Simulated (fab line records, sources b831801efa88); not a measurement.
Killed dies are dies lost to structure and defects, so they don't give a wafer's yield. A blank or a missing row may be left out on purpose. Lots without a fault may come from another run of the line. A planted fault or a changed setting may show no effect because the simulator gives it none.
Which tool did it? | flow gf180mcu | 6 lots, 18 wafers sampled, at 2 steps of a route of 602

WHAT THE GAUGES READ, wafer by wafer
GF_VT_IMPLANT_TW_MEAS_43.
lot  | measured     | on            | VT_IMPLANT_4_TW
L826 | day 7 20:52  | film_metro-01 | 688 685 688
L828 | day 8 08:11  | film_metro-04 | 688 689 690
L831 | day 9 04:23  | film_metro-03 | 681 680 674
L833 | day 9 19:52  | film_metro-04 | 691 692 691
L838 | day 11 07:23 | film_metro-04 | 649 645 648 644 647 644
L847 | day 13 16:19 | film_metro-03 | 685 686 687

WHICH TOOL RAN EACH LOT (tool, then ch and the chambers of the sampled wafers, then the start)
lot  | GF_VT_IMPLANT_IMPLANT_41
L826 | implanter-04 ch 0, day 7 20:37
L828 | implanter-04 ch 0, day 8 07:56
L831 | implanter-01 ch 0, day 9 04:08
L833 | implanter-04 ch 0, day 9 19:39
L838 | implanter-04 ch 0, day 11 07:10
L847 | implanter-01 ch 0, day 13 16:04
- GF_VT_IMPLANT_IMPLANT_41

THE ANSWER, worked out from the rows above alone
Rule: what is usual is taken from the lots themselves. Put in order of their means at a reading, lots are off if they are a third of the lots or fewer, leave a main group of 4 or more, and stand apart from it by a gap of 3 or more times the standard deviation of the main group's means; of several such gaps the widest counts. A main group whose means are all the same, to the digits that the tables above print for the reading, isn't used. A lot without any number at a reading at which 4 lots or more have one is off too. The other lots that the step has rows for count as sound.
Off: L838, at GF_VT_IMPLANT_TW_MEAS_43 (VT_IMPLANT_4_TW). The main group: mean 686, standard deviation 4.4.
A tool fits if, at a process step before that reading, it ran every lot that is off, and no sound lot after the first of them. The gauges at GF_VT_IMPLANT_TW_MEAS_43 are tried like those tools. Can't be told from this: 2 tools fit, implanter-04 at GF_VT_IMPLANT_IMPLANT_41, film_metro-04 at GF_VT_IMPLANT_TW_MEAS_43.

WHAT THE SIMULATOR HAD PUT IN
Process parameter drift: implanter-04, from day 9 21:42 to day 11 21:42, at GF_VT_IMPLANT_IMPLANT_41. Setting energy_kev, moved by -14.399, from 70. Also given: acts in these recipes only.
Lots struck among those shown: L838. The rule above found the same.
